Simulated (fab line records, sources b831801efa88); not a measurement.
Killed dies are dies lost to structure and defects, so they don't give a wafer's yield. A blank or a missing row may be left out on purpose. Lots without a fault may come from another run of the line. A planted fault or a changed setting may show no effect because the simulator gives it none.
fab line records | flow sky130
record lots=7 wafers=19 last_day=50
route steps=708 shown NWELL@65 PAD_OPEN@708
lots that met no fault: from a run of the same line without faults
start_h: hours from the record's first day to the start of the lot's first wafer shown | wait_h: hours since the lot's step before | " the same as in the row above | L1.1+2: a row that stands for several wafers | - no value, or no start given | * or withheld: withheld | < > ~ a bound
route shown NAME@n: a module of which the file shows steps, and the number in the route of the first | usual: mean/standard deviation of fault-free wafers | same: alike in all rows | chamber/n: place in a boat | sites: the reading at each site | _std_site: their standard deviation | _edge_site: outer sites' mean less inner sites' | radius_mm: how far each site lies from the wafer's centre | mask NAME#n: copy n | behind: the tool/chamber that last shaped the wafer | hold: why the lot was held/for how many hours/how that ended | device: the transistor (n, p or np) that didn't switch | end of line: the same wafers' tests at the end of the route | a step without rows: its recipe alone | killed: dies lost to structure and defects at the first sort, not the wafer's yield | map: a wafer's dies, x killed, . not, _ none there
set.NAME: the setting as run; set.NAME@STEP: as run at that earlier step | model.NAME: the simulator's own value behind a step, which no gauge read
lots at some steps of the route; a table a step, a row a wafer
services: from which hour (start_h, from the record's first day; less than 0 if before it) a tool's chamber was out of use, for how many hours, and why
## steps
# step SKY_NWELL_IMPLANT_12
# recipe species=P energy_kev=120 dose_cm2=1.3e+12 tilt_deg=withheld
# step SKY_NWELL_IMPLANT_13
# recipe species=P energy_kev=50 dose_cm2=7e+11 tilt_deg=withheld
# step SKY_NWELL_STRIP_14
# recipe chemistry=O2/N2 power_w=1400 pressure_mtorr=1500 platen_temp_c=withheld o2_flow_sccm=3000 n2_flow_sccm=300 overash_fraction=0.5
# usual drypump_motor_current_A=6.0/0.44 oes_product_au=0.722/0.0049 strip_time_to_endpoint_s=36.87/0.12
# columns lot.wafer tool chamber start_h wait_h drypump_motor_current_A oes_product_au rf_hours_counter_h strip_time_to_endpoint_s
L665.2 plasma_asher-02 0 85.48 0.1 5.7 0.728 40 36.70
L665.4 " 0 " " 5.7 0.724 - 36.82
L665.5 " 1 " " 6.1 0.730 - 36.73
L669.2 plasma_asher-04 1 110.91 0.1 5.2 0.719 42 37.04
L669.3 " 1 " " 5.2 0.718 - 36.91
L669.4 " 0 " " 6.3 0.718 - 36.92
L674.3 plasma_asher-04 0 140.75 0.1 6.3 0.729 - 36.90
L674.6 " 1 " " 5.2 0.724 - 36.82
L675.1 plasma_asher-02 1 148.16 0.1 6.1 0.724 47 36.84
L675.2 " 0 " " 5.7 0.723 47 36.92
L675.6 " 0 " " 5.7 0.727 - 36.92
L680.1 plasma_asher-04 1 174.39 0.1 5.2 0.724 47 36.80
L680.4 " 0 " " 6.3 0.717 - 36.85
L681.3 plasma_asher-04 0 181.66 0.1 6.3 0.723 - 36.97
L681.5 " 1 " " 5.2 0.723 - 36.87
L681.6 " 0 " " 6.3 0.715 - 36.93
L688.1 plasma_asher-02 0 220.16 0.1 5.7 0.726 54 36.90
L688.5 " 1 " " 6.1 0.715 - 36.99
L688.6 " 0 " " 5.7 0.730 - 36.95
# step SKY_NWELL_TW_MEAS_15
# usual NWELL_TW=1817/14
# columns lot.wafer tool chamber start_h wait_h NWELL_TW
L665.2 film_metro-03 - 85.59 0.1 1795
L665.4 " - " " 1795
L665.5 " - " " 1792
L669.2 film_metro-03 - 111.02 0.1 1807
L669.3 " - " " 1809
L669.4 " - " " 1800
L674.3 film_metro-03 - 140.83 0.1 1805
L674.6 " - " " 1809
L675.1 film_metro-02 - 148.26 0.1 1826
L675.2 " - " " 1825
L675.6 " - " " 1830
L680.1 film_metro-01 - 174.49 0.1 1833
L680.4 " - " " 1809
L681.3 film_metro-01 - 181.75 0.1 1815
L681.5 " - " " 1818
L681.6 " - " " 1822
L688.1 film_metro-01 - 220.26 0.1 1832
L688.5 " - " " 1833
L688.6 " - " " 1841
# step SKY_NWELL_DEHYDRATE_16
# recipe temp_c=200 time_s=60
# step SKY_NWELL_HMDS_17
# recipe prime_time_s=60 prime_temp_c=120
# step SKY_NWELL_COAT_18
# recipe spin_rpm=2000 resist_thk_nm=3000
# step SKY_NWELL_SOFTBAKE_19
# recipe temp_c=110 time_s=withheld
# step SKY_NWELL_EXPOSE_20
# recipe mask_id=NWM_COMPLEMENT na=0.6 source_shape=conventional sigma_outer=0.6 polarization=unpolarized target_cd_nm=840 dose_mj=260
# step SKY_NWELL_PEB_21
# recipe temp_c=115 time_s=withheld
# step SKY_NWELL_DEVELOP_22
# recipe wall_angle_deg=90 developer=TMAH develop_time_s=60 dev_temp_c=23
# step SKY_NWELL_OVL_MEAS_23
# usual NWELL_01_OVL=0.0/1.5
# columns lot.wafer tool chamber start_h wait_h NWELL_01_OVL[nm]
L665.2 overlay-02 - 104.03 - 2.7
L665.4 " - " " 3.2
L665.5 " - " " 3.0
L669.2 overlay-02 - 130.68 - 1.9
L669.3 " - " " 0.1
L669.4 " - " " 0.5
L674.3 overlay-02 - 160.47 - -0.5
L674.6 " - " " -2.3
L675.1 overlay-02 - 168.51 - -0.9
L675.2 " - " " -0.7
L675.6 " - " " -1.8
L680.1 overlay-02 - 195.31 - 1.0
L680.4 " - " " 3.0
L681.3 overlay-02 - 202.47 - 0.3
L681.5 " - " " 3.7
L681.6 " - " " 4.1
L688.1 overlay-02 - 242.82 - 1.4
L688.5 " - " " 1.1
L688.6 " - " " 1.9
# step SKY_NWELL_IMPLANT_24
# recipe species=B energy_kev=140 dose_cm2=9.2e+12 tilt_deg=withheld
# usual beam_on_s=10.00/0.22 faraday_current_uA=51.9/1.1
# columns lot.wafer tool chamber start_h wait_h beam_on_s faraday_current_uA
L665.2 implanter-01 0 104.09 0.0 9.97 52.1
L665.4 " 0 " " 9.70 53.6
L665.5 " 0 " " 10.19 50.8
L669.2 implanter-03 0 130.74 0.0 10.22 50.7
L669.3 " 0 " " 10.42 49.7
L669.4 " 0 " " 9.96 52.3
L674.3 implanter-03 0 160.54 0.1 8.12 63.9
L674.6 " 0 " " 10.05 51.6
L675.1 implanter-03 0 168.54 0.0 8.40 61.8
L675.2 " 0 " " 10.36 50.6
L675.6 " 0 " " 9.85 52.6
L680.1 implanter-03 0 195.34 0.0 8.07 64.1
L680.4 " 0 " " 10.13 51.4
L681.3 implanter-02 0 202.54 0.1 10.04 51.5
L681.5 " 0 " " 9.90 52.5
L681.6 " 0 " " 9.97 52.1
L688.1 implanter-02 0 242.86 0.0 10.14 50.9
L688.5 " 0 " " 9.97 52.3
L688.6 " 0 " " 10.18 50.9
# step SKY_NWELL_STRIP_25
# recipe chemistry=O2/N2 power_w=1400 pressure_mtorr=1500 platen_temp_c=withheld o2_flow_sccm=3000 n2_flow_sccm=300 overash_fraction=0.5
# usual drypump_motor_current_A=6.1/0.45 oes_product_au=0.722/0.0042 strip_time_to_endpoint_s=36.91/0.079
# columns lot.wafer tool chamber start_h wait_h drypump_motor_current_A oes_product_au rf_hours_counter_h strip_time_to_endpoint_s
L665.2 plasma_asher-03 1 104.21 0.1 6.5 0.716 27 36.91
L665.4 " 1 " " 6.5 0.720 - 36.91
L665.5 " 0 " " 6.3 0.722 - 36.93
L669.2 plasma_asher-03 1 130.86 0.1 6.5 0.719 30 36.85
L669.3 " 1 " " 6.5 0.722 - 36.87
L669.4 " 0 " " 6.3 0.724 - 36.95
L674.3 plasma_asher-04 1 160.68 0.1 5.2 0.716 - 36.85
L674.6 " 0 " " 6.3 0.720 - 36.85
L675.1 plasma_asher-03 0 168.69 0.1 6.3 0.726 34 36.82
L675.2 " 1 " " 6.6 0.722 34 36.90
L675.6 " 0 " " 6.2 0.722 - 36.86
L680.1 plasma_asher-02 1 195.49 0.1 6.1 0.727 51 36.93
L680.4 " 0 " " 5.7 0.726 - 36.87
L681.3 plasma_asher-02 0 202.68 0.1 5.7 0.726 - 36.92
L681.5 " 1 " " 6.1 0.722 - 36.88
L681.6 " 0 " " 5.7 0.721 - 36.84
L688.1 plasma_asher-03 1 243.01 0.1 6.5 0.725 41 36.91
L688.5 " 0 " " 6.3 0.727 - 36.89
L688.6 " 1 " " 6.5 0.722 - 36.74
# step SKY_NWELL_TW_MEAS_26
# usual NWELL_2_TW=497/3.6
# columns lot.wafer tool chamber start_h wait_h NWELL_2_TW
L665.2 film_metro-03 - 104.32 0.1 493
L665.4 " - " " 489
L665.5 " - " " 487
L669.2 film_metro-03 - 130.97 0.1 492
L669.3 " - " " 492
L669.4 " - " " 490
L674.3 film_metro-02 - 160.76 0.1 471
L674.6 " - " " 500
L675.1 film_metro-03 - 168.79 0.1 464
L675.2 " - " " 492
L675.6 " - " " 491
L680.1 film_metro-01 - 195.59 0.1 469
L680.4 " - " " 497
L681.3 film_metro-02 - 202.76 0.1 498
L681.5 " - " " 501
L681.6 " - " " 496
L688.1 film_metro-01 - 243.11 0.1 495
L688.5 " - " " 498
L688.6 " - " " 496
# step SKY_NWELL_CLEAN_27
# recipe chemistry=SC1/SC2 mix=1:4:20 temp_c=70 time_s=150 dry=n2_spin
# step SKY_PAD_OPEN_PROBE_99
# usual killed_at_M0_to_M3=43/6.7 killed_at_M4_up=3.2/2.1 killed_at_contacts=25/5.9 killed_at_front_end=16/4.7 killed_at_other=0.3/0.54 killed_dies=87/9.8 killed_open=47/6.7 killed_short=40/6.5
# same gross_dies=492 killed_at_back_side=0
# columns lot.wafer tool chamber start_h wait_h killed_at_M0_to_M3 killed_at_M4_up killed_at_contacts killed_at_front_end killed_at_other killed_dies killed_open killed_short model.etest.pfet_16v.r_on_ohm_um model.etest.res_iso_pwell.rs_ohm_sq model.etest.res_pwell_under_gate.rs_ohm_sq model.etest.res_iso_pwell.line_ohm_um model.etest.pfet_16v.drive_ua_um model.etest.field_n.vt_v model.etest.nfet_05v0_nvt.vt_sat_v model.etest.nfet_05v0_nvt.body_rise_v
L665.2 prober-02 - 1089.31 0.1 48 5 19 8 0 80 50 30 1.553e+04 3016 2293 1141 240.8 35.97 0.288 0.4052
L665.4 prober-02 - 1089.41 0.2 41 1 18 13 2 75 41 34 1.494e+04 2801 2297 1060 245.2 34.94 0.2932 0.402
L665.5 prober-02 - 1089.46 0.2 51 2 29 14 1 97 50 47 1.544e+04 3057 2276 1152 240.2 36.24 0.2922 0.4041
L669.2 prober-02 - 1108.60 0.1 37 1 31 13 0 82 47 35 1.499e+04 2859 2275 1089 247.1 35.76 0.2942 0.3954
L669.3 prober-02 - 1108.65 0.2 41 4 35 15 0 95 47 48 1.56e+04 3202 2265 1182 241 36.95 0.3003 0.3929
L669.4 prober-02 - 1108.70 0.2 40 4 31 16 1 92 46 46 1.491e+04 2844 2260 1064 248.4 35.73 0.2909 0.3916
L674.3 prober-01 - 1137.39 0.2 37 1 26 17 0 81 41 39 1.67e+04 3630 2584 1375 223.6 32.79 0.2755 0.3932
L674.6 prober-01 - 1137.54 0.2 36 2 18 15 0 71 35 35 1.49e+04 3006 2294 1149 248.2 35.64 0.2918 0.4072
L675.1 prober-02 - 1145.13 0.1 42 3 24 16 0 85 42 42 1.636e+04 3514 2586 1338 225.1 32.51 0.2793 0.3985
L675.2 prober-02 - 1145.18 0.1 42 1 17 18 0 78 48 30 1.554e+04 3321 2287 1274 242.6 36.42 0.2937 0.4126
L675.6 prober-02 - 1145.38 0.2 42 5 29 21 0 97 50 46 1.584e+04 3372 2301 1286 239.8 36.42 0.2958 0.4193
L680.1 prober-01 - 1166.33 0.1 35 4 22 22 0 83 45 38 - - - - - - - -
L680.4 prober-01 - 1166.48 0.2 41 1 28 15 0 85 54 31 - - - - - - - -
L681.3 prober-02 - 1171.21 0.2 61 3 20 22 0 106 55 51 1.535e+04 2925 2264 1102 241.9 36.11 0.2743 0.3997
L681.5 prober-02 - 1171.31 0.2 45 3 26 27 1 102 54 48 1.534e+04 2944 2267 1104 240 36.14 0.2656 0.3956
L681.6 prober-02 - 1171.36 0.2 39 1 32 15 0 87 56 31 1.522e+04 2980 2264 1121 240.2 36.15 0.277 0.3986
L688.1 prober-01 - 1201.83 0.1 50 3 24 16 0 93 55 37 1.489e+04 3092 2293 1173 248.5 35.57 0.3008 0.4102
L688.5 prober-01 - 1202.03 0.2 42 1 29 18 0 90 52 38 1.505e+04 3196 2286 1234 248.4 35.88 0.3039 0.4042
L688.6 prober-01 - 1202.08 0.2 42 1 17 12 0 72 44 28 1.545e+04 3413 2286 1294 242.4 36.04 0.3073 0.4161
# killed by level:class
L665.2 VIA1:geometric_particle:open=13 VIA2:geometric_particle:open=9 CONTACT:geometric_particle:open=9 VIA3:geometric_particle:open=6 LI_CONTACT:geometric_particle:short=4 METAL3:geometric_particle:short=4 METAL1:geometric_particle:open=4 VIA2:geometric_particle:short=4
L665.4 METAL1:geometric_particle:short=9 CONTACT:geometric_particle:open=7 VIA1:geometric_particle:open=6 LI_CONTACT:geometric_particle:open=6 VIA3:geometric_particle:open=5 FIELD_ISO:geometric_particle:short=4 POLY_GATE:geometric_particle:open=4 VIA2:geometric_particle:short=4
L665.5 CONTACT:geometric_particle:open=11 VIA2:geometric_particle:open=10 METAL2:geometric_particle:short=8 LI_CONTACT:geometric_particle:open=6 CONTACT:geometric_particle:short=6 METAL1:geometric_particle:open=6 VIA1:geometric_particle:open=5 METAL3:geometric_particle:short=5
L669.2 CONTACT:geometric_particle:open=10 LI_CONTACT:geometric_particle:open=8 VIA1:geometric_particle:open=8 METAL1:geometric_particle:short=7 CONTACT:geometric_particle:short=6 VIA2:geometric_particle:open=5 POLY_GATE:geometric_particle:open=4 LI_CONTACT:geometric_particle:short=4
L669.3 VIA1:geometric_particle:open=11 LI_CONTACT:geometric_particle:open=10 LI_CONTACT:geometric_particle:short=7 LOCAL_INTERCONNECT:geometric_particle:short=7 VIA2:geometric_particle:open=7 FIELD_ISO:geometric_particle:short=5 CONTACT:geometric_particle:short=5 METAL2:geometric_particle:short=5
L669.4 CONTACT:geometric_particle:open=14 METAL1:geometric_particle:short=10 VIA1:geometric_particle:open=7 LOCAL_INTERCONNECT:geometric_particle:short=6 POLY_GATE:geometric_particle:short=5 LI_CONTACT:geometric_particle:open=5 VIA3:geometric_particle:open=5 VIA2:geometric_particle:short=5
L674.3 CONTACT:geometric_particle:open=11 VIA1:geometric_particle:open=9 CONTACT:geometric_particle:short=7 VIA2:geometric_particle:open=6 METAL1:geometric_particle:short=6 FIELD_ISO:geometric_particle:short=5 POLY_GATE:geometric_particle:short=5 LOCAL_INTERCONNECT:geometric_particle:short=4
L674.6 CONTACT:geometric_particle:open=10 METAL1:geometric_particle:short=7 LOCAL_INTERCONNECT:geometric_particle:short=5 VIA1:geometric_particle:short=5 POLY_GATE:geometric_particle:open=4 VIA1:geometric_particle:open=4 METAL2:geometric_particle:short=4 POLY_GATE:geometric_particle:short=3
L675.1 CONTACT:geometric_particle:open=9 VIA2:geometric_particle:open=9 CONTACT:geometric_particle:short=7 METAL2:geometric_particle:short=7 VIA1:geometric_particle:short=6 VIA3:geometric_particle:open=6 POLY_GATE:geometric_particle:short=5 LI_CONTACT:geometric_particle:open=5
L675.2 VIA1:geometric_particle:open=10 VIA2:geometric_particle:open=8 VIA1:geometric_particle:short=7 FIELD_ISO:geometric_particle:open=6 VIA3:geometric_particle:open=6 FIELD_ISO:geometric_particle:short=5 LI_CONTACT:geometric_particle:open=5 CONTACT:geometric_particle:open=5
L675.6 VIA1:geometric_particle:open=15 METAL2:geometric_particle:short=9 CONTACT:geometric_particle:open=8 VIA2:geometric_particle:open=7 FIELD_ISO:geometric_particle:short=6 LI_CONTACT:geometric_particle:open=6 CONTACT:geometric_particle:short=6 LOCAL_INTERCONNECT:geometric_particle:short=5
L680.1 LI_CONTACT:geometric_particle:open=10 VIA1:geometric_particle:open=9 POLY_GATE:geometric_particle:short=8 POLY_GATE:geometric_particle:open=6 METAL3:geometric_particle:short=6 VIA1:geometric_particle:short=5 VIA2:geometric_particle:open=5 LI_CONTACT:geometric_particle:short=4
L680.4 CONTACT:geometric_particle:open=12 VIA1:geometric_particle:open=12 VIA3:geometric_particle:open=8 LOCAL_INTERCONNECT:geometric_particle:short=8 LI_CONTACT:geometric_particle:open=6 VIA2:geometric_particle:open=6 METAL1:geometric_particle:short=5 POLY_GATE:geometric_particle:short=4
L681.3 VIA1:geometric_particle:open=16 VIA1:geometric_particle:short=13 FIELD_ISO:geometric_particle:short=8 VIA2:geometric_particle:open=8 LI_CONTACT:geometric_particle:open=7 METAL2:geometric_particle:short=7 FIELD_ISO:geometric_particle:open=6 CONTACT:geometric_particle:open=5
L681.5 CONTACT:geometric_particle:open=13 VIA3:geometric_particle:open=8 METAL1:geometric_particle:short=7 FIELD_ISO:geometric_particle:open=6 POLY_GATE:geometric_particle:short=6 VIA1:geometric_particle:open=6 METAL2:geometric_particle:short=6 FIELD_ISO:geometric_particle:short=5
L681.6 CONTACT:geometric_particle:open=14 VIA1:geometric_particle:open=11 LI_CONTACT:geometric_particle:open=9 VIA3:geometric_particle:short=5 VIA3:geometric_particle:open=4 FIELD_ISO:geometric_particle:open=4 LOCAL_INTERCONNECT:geometric_particle:short=4 METAL2:geometric_particle:short=4
L688.1 VIA1:geometric_particle:open=17 CONTACT:geometric_particle:open=9 FIELD_ISO:geometric_particle:short=7 VIA2:geometric_particle:open=7 LI_CONTACT:geometric_particle:open=6 VIA3:geometric_particle:open=6 VIA1:geometric_particle:short=5 METAL2:geometric_particle:short=5
L688.5 CONTACT:geometric_particle:open=10 POLY_GATE:geometric_particle:open=9 VIA1:geometric_particle:open=9 LI_CONTACT:geometric_particle:open=7 METAL1:geometric_particle:short=7 LOCAL_INTERCONNECT:geometric_particle:short=6 METAL2:geometric_particle:short=6 VIA2:geometric_particle:open=5
L688.6 VIA1:geometric_particle:open=11 LI_CONTACT:geometric_particle:open=8 VIA3:geometric_particle:open=8 CONTACT:geometric_particle:open=5 VIA1:geometric_particle:short=5 POLY_GATE:geometric_particle:short=4 VIA2:geometric_particle:open=3 METAL2:geometric_particle:open=3
## services
# columns tool chamber start_h hours kind
plasma_asher-03 - 61.59 1.3 repair
plasma_asher-04 - 120.87 2.1 repair
implanter-01 - 134.44 6.7 repair
implanter-01 - 167.12 2.8 pm
implanter-02 - 169.09 3.4 pm
implanter-01 - 197.61 2.2 pm
implanter-02 - 238.41 2.7 repair
plasma_asher-04 - 240.41 1.6 repair
## key
first_sign step=SKY_NWELL_IMPLANT_24 reading=faraday_current_uA direction=up sigmas=10 usual=51.9 struck=63.3
effect step=SKY_NWELL_IMPLANT_24 reading=beam_on_s direction=down sigmas=8.2 usual=10.00 struck=8.20
effect step=SKY_NWELL_TW_MEAS_26 reading=NWELL_2_TW direction=down sigmas=8 usual=497 struck=468
model_effect step=SKY_PAD_OPEN_PROBE_99 value=etest.pfet_16v.r_on_ohm_um without=1.511e+04 struck=1.653e+04
met_at SKY_NWELL_IMPLANT_24
struck_wafers L674.3,L675.1,L680.1
tester_left_out L674,L675,L680
onset_between 130.74 160.54
fault kind=process_parameter_drift tool=implanter-03 chamber=- onset_h=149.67 steps=SKY_NWELL_IMPLANT_24 channel=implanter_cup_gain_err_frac offset=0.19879 shape=step end_h=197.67 scope=struck_wafers_only
# tester_left_out: of these lots the tester's yield and bins aren't shown, on N5 and GAA mostly nor the transistor test; their killed dies are dies lost to structure and defects alone, not to doping, threshold or leakage, so they don't give the yield
